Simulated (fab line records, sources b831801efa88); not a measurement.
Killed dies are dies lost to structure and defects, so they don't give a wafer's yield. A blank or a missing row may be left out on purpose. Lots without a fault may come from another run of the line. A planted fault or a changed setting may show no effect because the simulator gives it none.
fab line records | flow sky130
record lots=5 wafers=23
route steps=708 shown SD_P@324 RES_XHIGH@332 LI_CONTACT@364 LOCAL_INTERCONNECT@393 CONTACT@422 VIA1@460
start_h: hours from the record's first day to the start of the lot's first wafer shown | wait_h: hours since the lot's step before | " the same as in the row above | L1.1+2: a row that stands for several wafers | - no value, or no start given | * or withheld: withheld | < > ~ a bound
route shown NAME@n: a module of which the file shows steps, and the number in the route of the first | usual: mean/standard deviation of fault-free wafers | same: alike in all rows | chamber/n: place in a boat | sites: the reading at each site | _std_site: their standard deviation | _edge_site: outer sites' mean less inner sites' | radius_mm: how far each site lies from the wafer's centre | mask NAME#n: copy n | behind: the tool/chamber that last shaped the wafer | hold: why the lot was held/for how many hours/how that ended | device: the transistor (n, p or np) that didn't switch | end of line: the same wafers' tests at the end of the route | a step without rows: its recipe alone | killed: dies lost to structure and defects at the first sort, not the wafer's yield | map: a wafer's dies, x killed, . not, _ none there
set.NAME: the setting as run; set.NAME@STEP: as run at that earlier step | model.NAME: the simulator's own value behind a step, which no gauge read
lots whose settings were changed on purpose; a table a step, a row a wafer
## steps
# step SKY_SD_P_EXPOSE_04
# recipe mask_id=PSDM na=0.6 source_shape=conventional sigma_outer=0.6 polarization=unpolarized target_cd_nm=380 dose_mj=138
# columns lot.wafer tool chamber start_h wait_h mask set.dose_mj
L074.1+4+5 iline_stepper-02 0 - - PSDM#0 138
L078.1+4+5 iline_stepper-01 0 - - PSDM#0 133.3
L078.2+3 " 0 " " PSDM#0 138
L075.1+4 iline_stepper-01 0 - - PSDM#0 145.8
L075.2+3+5 " 0 " " PSDM#0 138
L080.1+5+6 iline_stepper-01 0 - - PSDM#0 138
L080.2+3 " 0 " " PSDM#0 145.5
L084.1+4+5 iline_stepper-01 0 - - PSDM#0 138
L084.3+6 " 0 " " PSDM#0 147.7
# step SKY_SD_P_PEB_05
# recipe temp_c=withheld time_s=* resist=NOVOLAK
# step SKY_SD_P_DEVELOP_06
# recipe resist=NOVOLAK developer=TMAH develop_time_s=60 dev_temp_c=23
# step SKY_SD_P_CD_MEAS_07
# recipe target_cd_nm=380
# usual cd_nm=379.1/2.2
# columns lot.wafer tool chamber start_h wait_h set.dose_mj@SD_P_EXPOSE_04 cd_nm
L074.1 cd_sem-02 - 627.23 0.1 138 383.0
L074.4 " - " " 138 383.5
L074.5 " - " " 138 383.2
L078.1 cd_sem-01 - 627.83 0.1 133.3 370.2
L078.2 " - " " 138 379.1
L078.3 " - " " 138 377.9
L078.4 " - " " 133.3 367.2
L078.5 " - " " 133.3 369.1
L075.1 cd_sem-01 - 629.73 0.1 145.8 396.7
L075.2 " - " " 138 380.8
L075.3 " - " " 138 382.4
L075.4 " - " " 145.8 396.4
L075.5 " - " " 138 378.1
L080.1 cd_sem-02 - 640.58 0.1 138 378.6
L080.2 " - " " 145.5 393.6
L080.3 " - " " 145.5 391.4
L080.5 " - " " 138 375.8
L080.6 " - " " 138 377.6
L084.1 cd_sem-02 - 659.58 0.1 138 379.9
L084.3 " - " " 147.7 399.6
L084.4 " - " " 138 381.9
L084.5 " - " " 138 380.4
L084.6 " - " " 147.7 395.5
# step SKY_SD_P_IMPLANT_09
# recipe species=BF2 energy_kev=20 dose_cm2=3e+15 tilt_deg=0
# columns lot.wafer tool chamber start_h wait_h set.dose_cm2
L074.1+4+5 implanter-04 0 627.38 0.0 3e+15
L078.1+2+5 implanter-04 0 627.98 0.0 3.169e+15
L078.3+4 " 0 " " 3e+15
L075.1+4+5 implanter-04 0 629.88 0.0 3e+15
L075.2+3 " 0 " " 3.205e+15
L080.1+2+3+5+6 implanter-04 0 640.73 0.0 3e+15
L084.1+3+5 implanter-02 0 659.73 0.0 3e+15
L084.4+6 " 0 " " 2.879e+15
# step SKY_SD_P_STRIP_10
# recipe chemistry=O2/N2 power_w=1400 pressure_mtorr=1500 platen_temp_c=withheld o2_flow_sccm=3000 n2_flow_sccm=300 overash_fraction=0.5
# usual strip_time_to_endpoint_s=17.65/0.037
# columns lot.wafer tool chamber start_h wait_h set.dose_cm2@SD_P_IMPLANT_09 strip_time_to_endpoint_s
L074.1 plasma_asher-02 0 627.53 0.1 3e+15 17.64
L074.4 " 0 " " 3e+15 17.66
L074.5 " 1 " " 3e+15 17.63
L078.1 plasma_asher-02 0 628.13 0.1 3.169e+15 17.71
L078.2 " 1 " " 3.169e+15 17.73
L078.3 " 0 " " 3e+15 17.61
L078.4 " 1 " " 3e+15 17.66
L078.5 " 0 " " 3.169e+15 17.70
L075.1 plasma_asher-02 0 630.03 0.1 3e+15 17.65
L075.2 " 1 " " 3.205e+15 17.76
L075.3 " 0 " " 3.205e+15 17.78
L075.4 " 1 " " 3e+15 17.66
L075.5 " 0 " " 3e+15 17.68
L080.1 plasma_asher-03 1 640.88 0.1 3e+15 17.66
L080.2 " 0 " " 3e+15 17.60
L080.3 " 0 " " 3e+15 17.59
L080.5 " 1 " " 3e+15 17.60
L080.6 " 0 " " 3e+15 17.62
L084.1 plasma_asher-01 1 659.88 0.1 3e+15 17.63
L084.3 " 0 " " 3e+15 17.66
L084.4 " 1 " " 2.879e+15 17.53
L084.5 " 0 " " 3e+15 17.66
L084.6 " 1 " " 2.879e+15 17.60
# step SKY_RES_XHIGH_DEHYDRATE_00
# recipe temp_c=200 time_s=60
# step SKY_SD_N_RS_MEAS_17
# recipe thk_meas_gauge=four-point-probe
# usual SD_P_RS=147.2/0.42
# columns lot.wafer tool chamber start_h wait_h set.dose_cm2@SD_P_IMPLANT_09 SD_P_RS[ohm/sq]
L074.1 film_metro-02 - 684.64 0.1 3e+15 147.1
L074.4 " - " " 3e+15 146.9
L074.5 " - " " 3e+15 146.8
L078.1 film_metro-02 - 685.72 0.1 3.169e+15 146.6
L078.2 " - " " 3.169e+15 146.0
L078.3 " - " " 3e+15 147.6
L078.4 " - " " 3e+15 147.6
L078.5 " - " " 3.169e+15 146.2
L075.1 film_metro-03 - 687.27 0.1 3e+15 146.9
L075.2 " - " " 3.205e+15 145.7
L075.3 " - " " 3.205e+15 145.5
L075.4 " - " " 3e+15 147.2
L075.5 " - " " 3e+15 146.5
L080.1 film_metro-03 - 696.14 0.1 3e+15 146.9
L080.2 " - " " 3e+15 147.1
L080.3 " - " " 3e+15 147.3
L080.5 " - " " 3e+15 147.3
L080.6 " - " " 3e+15 146.9
L084.1 film_metro-02 - 715.19 0.1 3e+15 147.4
L084.3 " - " " 3e+15 147.2
L084.4 " - " " 2.879e+15 147.3
L084.5 " - " " 3e+15 147.2
L084.6 " - " " 2.879e+15 147.8
# step SKY_LI_CONTACT_CMP_02
# recipe material=PSG down_force_psi=4 platen_rpm=60 pad_velocity_m_s=0.94248
# columns lot.wafer tool chamber start_h wait_h set.leave_above_ref_nm model.PSG_of_LI_CONTACT_HDPCVD_00.thk_nm
L074.4 cmp-02 1 685.06 0.0 597.2 596.6
L074.1 " 0 " " 597.2 595.9
L074.5 " 2 " " 597.2 596.1
L078.3 cmp-02 2 686.14 0.0 619.7 620.1
L078.2 " 3 " " 619.7 620.2
L078.4 " 0 " " 619.7 618.7
L078.1 " 1 " " 597.2 597
L078.5 " 3 " " 597.2 597.5
L075.1 cmp-01 3 687.69 0.1 641.6 643
L075.3 " 0 " " 641.6 640.8
L075.4 " 1 " " 597.2 597.7
L075.2 " 2 " " 597.2 599.6
L075.5 " 0 " " 641.6 640.2
L080.1 cmp-02 2 696.56 0.1 597.2 596.5
L080.3 " 0 " " 597.2 595.2
L080.2 " 1 " " 597.2 595.8
L080.6 " 2 " " 597.2 596.3
L080.5 " 3 " " 597.2 596.7
L084.1+5 cmp-02 2,1 715.66 0.1 597.2 595.4
L084.4 " 3 " " 597.2 596.5
L084.3 " 0 " " 597.2 595.6
L084.6 " 2 " " 597.2 596.3
# step SKY_LI_CONTACT_COAT_07
# recipe resist=KrF-thick spin_rpm=3000 resist_thk_nm=450
# columns lot.wafer tool chamber start_h wait_h set.spin_rpm model.KrF-thick_of_LI_CONTACT_COAT_07.thk_nm
L074.1 litho_track-02 0 - - 3000 450.7
L074.4 " 0 " " 3000 450.9
L074.5 " 0 " " 3000 451.1
L078.1 litho_track-02 0 - - 3000 450.3
L078.2 " 0 " " 3000 449.1
L078.3 " 0 " " 3000 450.7
L078.4 " 0 " " 3000 448.8
L078.5 " 0 " " 3000 449.6
L075.1 litho_track-04 0 - - 3000 450.5
L075.2+4 " 0 " " 2859 460.6
L075.3 " 0 " " 2859 459.6
L075.5 " 0 " " 3000 449.8
L080.1 litho_track-04 0 - - 3000 450.5
L080.2 " 0 " " 3000 449.3
L080.3 " 0 " " 2817 463.9
L080.5 " 0 " " 2817 463.7
L080.6 " 0 " " 2817 464.4
L084.1 litho_track-04 0 - - 3000 446.9
L084.3 " 0 " " 3000 448.3
L084.4 " 0 " " 2931 453.8
L084.5 " 0 " " 2931 452.4
L084.6 " 0 " " 2931 453.5
# step SKY_LI_CONTACT_SOFTBAKE_08
# recipe temp_c=99.66 time_s=90 resist=KrF-thick
# step SKY_LI_CONTACT_EXPOSE_09
# recipe mask_id=LICM1 na=0.8 source_shape=annular sigma_inner=0.55 sigma_outer=0.85 target_cd_nm=170 dose_mj=38
# step SKY_LI_CONTACT_ETCH_14
# recipe chemistry=N2/H2 target=BARC ion_energy_ev=200 source_w=500 bias_w=100 pressure_mtorr=30 n2_flow_sccm=100 h2_flow_sccm=200 stop_on=SiO2 time_s=45.9 target_depth_a=600
# step SKY_LI_CONTACT_ETCH_15
# recipe target=PSG chemistry=C4F8/O2/Ar stop_on=Si taper_deg=4.15 mask_material=KrF-thick source_w=1500 bias_w=1200 pressure_mtorr=40 c4f8_flow_sccm=withheld O2_flow_sccm=6 Ar_flow_sccm=300 time_s=withheld target_depth_a=6000
# usual oes_product_au=0.837/0.004
# columns lot.wafer tool chamber start_h wait_h set.leave_above_ref_nm@LI_CONTACT_CMP_02 oes_product_au model.LI_CONTACT.feature_depth_nm model.etch.depth_nm
L074.1 rie_diel-01 1 713.11 0.0 597.2 0.832 595.9 595.9
L074.4 " 3 " " 597.2 0.831 596.6 596.6
L074.5 " 1 " " 597.2 0.837 596.1 596.1
L078.1 rie_diel-03 0 713.81 0.0 597.2 0.827 597 -
L078.2 " 2 " " 619.7 0.848 620.2 620.2
L078.3 " 3 " " 619.7 0.862 620.1 -
L078.4 " 1 " " 619.7 0.851 618.7 -
L078.5 " 0 " " 597.2 0.836 597.5 597.5
L075.1 rie_diel-03 0 715.38 0.0 641.6 0.871 643 -
L075.2 " 1 " " 597.2 0.829 599.6 599.6
L075.3 " 2 " " 641.6 0.872 640.8 640.8
L075.4 " 3 " " 597.2 0.839 597.7 -
L075.5 " 1 " " 641.6 0.870 640.2 -
L080.1 rie_diel-01 2 723.88 0.0 597.2 0.841 596.5 -
L080.2 " 3 " " 597.2 0.839 595.8 595.8
L080.3 " 1 " " 597.2 0.838 595.2 -
L080.5 " 1 " " 597.2 0.839 596.7 -
L080.6 " 2 " " 597.2 0.832 596.3 -
L084.1 rie_diel-04 0 743.33 0.0 597.2 0.836 595.4 595.4
L084.3 " 2 " " 597.2 0.840 595.6 -
L084.4 " 3 " " 597.2 0.836 596.5 -
L084.5 " 1 " " 597.2 0.829 595.4 595.4
L084.6 " 0 " " 597.2 0.832 596.3 596.3
# step SKY_LOCAL_INTERCONNECT_COAT_06
# recipe resist=KrF-thick spin_rpm=3000 resist_thk_nm=450
# columns lot.wafer tool chamber start_h wait_h set.resist_thk_nm model.KrF-thick_of_LOCAL_INTERCONNECT_COAT_06.thk_nm
L074.1 litho_track-01 0 - - 450 449.5
L074.4 " 0 " " 450 448.8
L074.5 " 0 " " 450 449.2
L078.1 litho_track-03 0 - - 427.7 430
L078.2 " 0 " " 427.7 428.2
L078.3 " 0 " " 450 450.9
L078.4 " 0 " " 450 449.8
L078.5 " 0 " " 450 450.3
L075.1 litho_track-04 0 - - 450 448.9
L075.2 " 0 " " 450 450.3
L075.3 " 0 " " 427 425.9
L075.4 " 0 " " 427 424.1
L075.5 " 0 " " 427 425.5
L080.1 litho_track-04 0 - - 450 450.5
L080.2 " 0 " " 425.3 426.2
L080.3 " 0 " " 450 450.6
L080.5 " 0 " " 425.3 426.4
L080.6 " 0 " " 425.3 426.9
L084.1 litho_track-01 0 - - 450 449.8
L084.3 " 0 " " 427.7 427.3
L084.4 " 0 " " 450 449.5
L084.5 " 0 " " 427.7 427.7
L084.6 " 0 " " 427.7 427.9
# step SKY_LOCAL_INTERCONNECT_SOFTBAKE_07
# recipe temp_c=100 time_s=90 resist=KrF-thick
# columns lot.wafer tool chamber start_h wait_h set.temp_c
L074.1+4+5 litho_track-01 0 - - 100
L078.1+2+4 litho_track-03 0 - - 100
L078.3+5 " 0 " " 98.03
L075.1+3+4 litho_track-04 0 - - 100
L075.2+5 " 0 " " 96.6
L080.1+5 litho_track-04 0 - - 100
L080.2+3+6 " 0 " " 97.94
L084.1+5 litho_track-01 0 - - 100
L084.3+4+6 " 0 " " 103.3
# step SKY_LOCAL_INTERCONNECT_EXPOSE_08
# recipe mask_id=LI1M na=0.8 source_shape=annular sigma_inner=0.55 sigma_outer=0.85 target_cd_nm=170 dose_mj=28
# step SKY_LOCAL_INTERCONNECT_PEB_09
# recipe peb_temp_c=withheld peb_time_s=withheld resist=KrF-thick
# step SKY_LOCAL_INTERCONNECT_ETCH_13
# recipe chemistry=N2/H2 target=BARC ion_energy_ev=200 bias_w=100 pressure_mtorr=30 n2_flow_sccm=100 h2_flow_sccm=200 icp_w=500 stop_on=SiO2 time_s=45.9 target_depth_a=600
# columns lot.wafer tool chamber start_h wait_h set.resist_thk_nm@LOCAL_INTERCONNECT_COAT_06 model.KrF-thick_of_LOCAL_INTERCONNECT_COAT_06.thk_nm
L074.1 rie_metal-01 1 741.33 0.0 450 391
L074.4 " 0 " " 450 389.6
L074.5 " 0 " " 450 390.4
L078.1 rie_metal-01 0 742.23 0.0 427.7 371.4
L078.2 " 1 " " 427.7 369.5
L078.3 " 1 " " 450 394
L078.4 " 0 " " 450 390.8
L078.5 " 1 " " 450 393.2
L075.1 rie_metal-02 1 743.68 0.0 450 391.6
L075.2 " 0 " " 450 395.4
L075.3 " 1 " " 427 368.8
L075.4 " 0 " " 427 367.2
L075.5 " 0 " " 427 370.9
L080.1 rie_metal-01 1 752.63 0.0 450 392.1
L080.2 " 0 " " 425.3 368.2
L080.3 " 0 " " 450 393.1
L080.5 " 0 " " 425.3 367.5
L080.6 " 1 " " 425.3 370.5
L084.1 rie_metal-04 0 771.83 0.0 450 394.2
L084.3 " 1 " " 427.7 368.1
L084.4 " 0 " " 450 391.9
L084.5 " 0 " " 427.7 372
L084.6 " 1 " " 427.7 368.5
# step SKY_LOCAL_INTERCONNECT_METAL_ETCH_14
# recipe target_depth_nm=110 stop_on=PSG chemistry=Cl2/BCl3 target=TiN resist_sidewall_deg=88 pressure_mtorr=10 icp_w=900 bias_w=48.5 Cl2_flow_sccm=60 bcl3_flow_sccm=30 time_s=31.4
# columns lot.wafer tool chamber start_h wait_h set.resist_thk_nm@LOCAL_INTERCONNECT_COAT_06 model.KrF-thick_of_LOCAL_INTERCONNECT_COAT_06.thk_nm
L074.1 rie_metal-01 1 741.40 0.0 450 345.9
L074.4 " 0 " " 450 344.4
L074.5 " 0 " " 450 344.8
L078.1 rie_metal-01 0 742.30 0.0 427.7 325.8
L078.2 " 1 " " 427.7 324.1
L078.3 " 1 " " 450 349.1
L078.4 " 0 " " 450 345.1
L078.5 " 1 " " 450 348
L075.1 rie_metal-02 1 743.75 0.0 450 348
L075.2 " 0 " " 450 352.1
L075.3 " 1 " " 427 325.3
L075.4 " 0 " " 427 323.7
L075.5 " 0 " " 427 327.8
L080.1 rie_metal-01 1 752.70 0.0 450 347.8
L080.2 " 0 " " 425.3 322.3
L080.3 " 0 " " 450 347.1
L080.5 " 0 " " 425.3 321.9
L080.6 " 1 " " 425.3 326.1
L084.1 rie_metal-04 0 771.90 0.0 450 352.5
L084.3 " 1 " " 427.7 324.4
L084.4 " 0 " " 450 349.4
L084.5 " 0 " " 427.7 330
L084.6 " 1 " " 427.7 324.5
# step SKY_LOCAL_INTERCONNECT_STRIP_15
# recipe chemistry=O2/N2 power_w=1400 pressure_mtorr=1500 platen_temp_c=withheld o2_flow_sccm=3000 n2_flow_sccm=300 overash_fraction=0.5
# usual oes_product_au=0.427/0.0044 strip_time_to_endpoint_s=4.718/0.022
# columns lot.wafer tool chamber start_h wait_h set.resist_thk_nm@LOCAL_INTERCONNECT_COAT_06 oes_product_au strip_time_to_endpoint_s
L074.1 plasma_asher-01 0 741.45 0.0 450 0.428 4.694
L074.4 " 0 " " 450 0.428 4.671
L074.5 " 1 " " 450 0.431 4.677
L078.1 plasma_asher-03 0 742.35 0.0 427.7 0.413 4.476
L078.2 " 1 " " 427.7 0.418 4.476
L078.3 " 1 " " 450 0.423 4.720
L078.4 " 0 " " 450 0.423 4.687
L078.5 " 0 " " 450 0.428 4.713
L075.1 plasma_asher-02 1 743.80 0.0 450 0.429 4.720
L075.2 " 0 " " 450 0.430 4.759
L075.3 " 1 " " 427 0.417 4.504
L075.4 " 0 " " 427 0.424 4.470
L075.5 " 1 " " 427 0.422 4.512
L080.1 plasma_asher-01 1 752.75 0.0 450 0.424 4.714
L080.2 " 0 " " 425.3 0.419 4.442
L080.3 " 0 " " 450 0.424 4.696
L080.5 " 1 " " 425.3 0.418 4.441
L080.6 " 0 " " 425.3 0.414 4.478
L084.1 plasma_asher-01 1 771.95 0.0 450 0.431 4.754
L084.3 " 1 " " 427.7 0.415 4.467
L084.4 " 0 " " 450 0.435 4.740
L084.5 " 1 " " 427.7 0.418 4.528
L084.6 " 0 " " 427.7 0.413 4.480
# step SKY_CONTACT_ETCH_16
# recipe chemistry=N2/H2 target=BARC ion_energy_ev=200 source_w=500 bias_w=100 pressure_mtorr=30 n2_flow_sccm=100 h2_flow_sccm=200 stop_on=SiO2 time_s=45.9 target_depth_a=600
# usual oes_product_au=0.855/0.0045
# columns lot.wafer tool chamber start_h wait_h set.time_s oes_product_au
L074.1 rie_diel-03 3 769.73 0.0 45.9 0.856
L074.4 " 0 " " 45.9 0.856
L074.5 " 2 " " 45.9 0.857
L078.1 rie_diel-04 1 770.77 0.0 45.9 0.846
L078.2 " 0 " " 45.9 0.860
L078.3 " 2 " " 45.9 0.856
L078.4 " 2 " " 45.9 0.854
L078.5 " 0 " " 45.9 0.857
L075.1 rie_diel-03 1 772.48 0.0 45.9 0.861
L075.2 " 2 " " 41.3 0.903
L075.3 " 3 " " 45.9 0.855
L075.4 " 0 " " 41.3 0.915
L075.5 " 0 " " 45.9 0.860
L080.1 rie_diel-02 3 780.72 0.0 45.9 0.858
L080.2 " 1 " " 48.98 0.852
L080.3 " 2 " " 48.98 0.848
L080.5 " 2 " " 48.98 0.849
L080.6 " 3 " " 45.9 0.859
L084.1 rie_diel-02 0 800.02 0.0 45.9 0.853
L084.3 " 3 " " 49.73 0.837
L084.4 " 0 " " 49.73 0.838
L084.5 " 1 " " 49.73 0.838
L084.6 " 3 " " 45.9 0.856
# step SKY_VIA1_CMP_02
# recipe material=SiO2 down_force_psi=4 platen_rpm=60 pad_velocity_m_s=0.94248
# columns lot.wafer tool chamber start_h wait_h set.leave_above_ref_nm model.SiO2_of_VIA1_HDPCVD_00.thk_nm
L074.1 cmp-01 0 798.27 0.1 345 343.6
L074.4 " 1 " " 345 344.9
L074.5 " 3 " " 345 344.2
L078.3 cmp-02 3 799.72 0.0 328.6 329.3
L078.2 " 0 " " 345 343.7
L078.4 " 1 " " 328.6 328.2
L078.1 " 2 " " 345 344.7
L078.5 " 3 " " 345 346.2
L075.1 cmp-02 2 801.40 0.1 345 -
L075.4+5 " 3,2 " " 322.4 -
L075.2 " 0 " " 345 344.6
L075.3 " 1 " " 322.4 321.7
L080.1+5 cmp-02 3 809.85 0.1 370 -
L080.3 " 1 " " 345 344.9
L080.2 " 2 " " 345 346
L080.6 " 0 " " 370 369.2
L084.3+4 cmp-02 3,0 828.20 0.0 365.4 -
L084.1 " 1 " " 345 345.3
L084.5 " 3 " " 345 345.8
L084.6 " 0 " " 365.4 365.2
# step SKY_VIA1_ETCH_15
# recipe target=SiO2 chemistry=C4F8/O2/Ar target_depth_nm=351 stop_on=TiN mask_material=KrF-thick source_w=1500 bias_w=1200 pressure_mtorr=40 c4f8_flow_sccm=withheld O2_flow_sccm=6 Ar_flow_sccm=300 time_s=54
# usual oes_product_au=0.983/0.0055
# columns lot.wafer tool chamber start_h wait_h set.source_w set.leave_above_ref_nm@VIA1_CMP_02 oes_product_au model.VIA1.feature_depth_nm model.etch.depth_nm
L074.1 rie_diel-02 0 824.73 0.0 1500 345 0.973 343.6 343.6
L074.4 " 1 " " 1500 345 0.984 344.9 344.9
L074.5 " 3 " " 1500 345 0.988 344.2 344.2
L078.1 rie_diel-03 1 826.21 0.0 1500 345 0.978 344.7 -
L078.2 " 3 " " 1500 345 0.979 342.6 342.6
L078.3 " 0 " " 1500 328.6 0.955 329.3 -
L078.4 " 2 " " 1500 328.6 0.950 328.2 -
L078.5 " 0 " " 1500 345 0.980 345.2 345.2
L075.1 rie_diel-02 2 827.83 0.0 1500 345 0.990 345 -
L075.2 " 0 " " 1500 345 0.980 344.6 344.6
L075.3 " 1 " " 1500 322.4 0.946 321.7 321.7
L075.4 " 3 " " 1652 322.4 0.943 324.2 -
L075.5 " 2 " " 1652 322.4 0.944 323.3 -
L080.1 rie_diel-03 1 835.68 0.0 1634 370 1.011 360.8 -
L080.2 " 3 " " 1500 345 0.973 342.2 342.2
L080.3 " 2 " " 1634 345 0.985 345.3 -
L080.5 " 1 " " 1634 370 1.011 360.2 -
L080.6 " 2 " " 1500 370 1.001 350.2 -
L084.1 rie_diel-03 1 854.64 0.0 1649 345 0.983 345.7 345.3
L084.3 " 3 " " 1500 365.4 0.995 351.5 -
L084.4 " 0 " " 1649 365.4 1.002 355.6 -
L084.5 " 3 " " 1500 345 0.982 345.8 345.8
L084.6 " 2 " " 1649 365.4 1.004 360.6 360.6
## key
split step=SKY_SD_P_EXPOSE_04 setting=dose_mj stated=138 by=wafer
response step=SKY_SD_P_CD_MEAS_07 reading=cd_nm change=+2.65 per=1% r=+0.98
split step=SKY_SD_P_IMPLANT_09 setting=dose_cm2 stated=3e+15 by=wafer
response step=SKY_SD_P_STRIP_10 reading=strip_time_to_endpoint_s change=* per=1% r=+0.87
response step=SKY_SD_N_RS_MEAS_17 reading=SD_P_RS change=-0.187 per=1% r=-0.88
split step=SKY_LI_CONTACT_CMP_02 setting=leave_above_ref_nm stated=597.2 by=wafer
response step=SKY_LI_CONTACT_CMP_02 reading=model.PSG_of_LI_CONTACT_HDPCVD_00.thk_nm change=+5.79 per=1% r=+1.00
response step=SKY_LI_CONTACT_ETCH_15 reading=oes_product_au change=+0.00513 per=1% r=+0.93
response step=SKY_LI_CONTACT_ETCH_15 reading=model.LI_CONTACT.feature_depth_nm change=+5.79 per=1% r=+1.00
response step=SKY_LI_CONTACT_ETCH_15 reading=model.etch.depth_nm change=+5.64 per=1% r=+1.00
split step=SKY_LI_CONTACT_COAT_07 setting=spin_rpm stated=3000 by=wafer
response step=SKY_LI_CONTACT_COAT_07 reading=model.KrF-thick_of_LI_CONTACT_COAT_07.thk_nm change=-2.27 per=1% r=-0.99
split step=SKY_LOCAL_INTERCONNECT_COAT_06 setting=resist_thk_nm stated=450 by=wafer
response step=SKY_LOCAL_INTERCONNECT_COAT_06 reading=model.KrF-thick_of_LOCAL_INTERCONNECT_COAT_06.thk_nm change=+4.47 per=1% r=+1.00
response step=SKY_LOCAL_INTERCONNECT_ETCH_13 reading=model.KrF-thick_of_LOCAL_INTERCONNECT_COAT_06.thk_nm change=+4.58 per=1% r=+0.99
response step=SKY_LOCAL_INTERCONNECT_METAL_ETCH_14 reading=model.KrF-thick_of_LOCAL_INTERCONNECT_COAT_06.thk_nm change=+4.66 per=1% r=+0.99
response step=SKY_LOCAL_INTERCONNECT_STRIP_15 reading=oes_product_au change=+0.00201 per=1% r=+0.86
response step=SKY_LOCAL_INTERCONNECT_STRIP_15 reading=strip_time_to_endpoint_s change=* per=1% r=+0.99
split step=SKY_LOCAL_INTERCONNECT_SOFTBAKE_07 setting=temp_c stated=100 by=wafer
response none clear
split step=SKY_CONTACT_ETCH_16 setting=time_s stated=45.9 by=wafer
response step=SKY_CONTACT_ETCH_16 reading=oes_product_au change=-0.00326 per=1% r=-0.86
split step=SKY_VIA1_CMP_02 setting=leave_above_ref_nm stated=345 by=wafer
response step=SKY_VIA1_CMP_02 reading=model.SiO2_of_VIA1_HDPCVD_00.thk_nm change=+3.36 per=1% r=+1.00
response step=SKY_VIA1_ETCH_15 reading=oes_product_au change=+0.00459 per=1% r=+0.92
response step=SKY_VIA1_ETCH_15 reading=model.VIA1.feature_depth_nm change=+2.43 per=1% r=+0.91
response step=SKY_VIA1_ETCH_15 reading=model.etch.depth_nm change=+3 per=1% r=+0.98
split step=SKY_VIA1_ETCH_15 setting=source_w stated=1500 by=wafer
response none clear
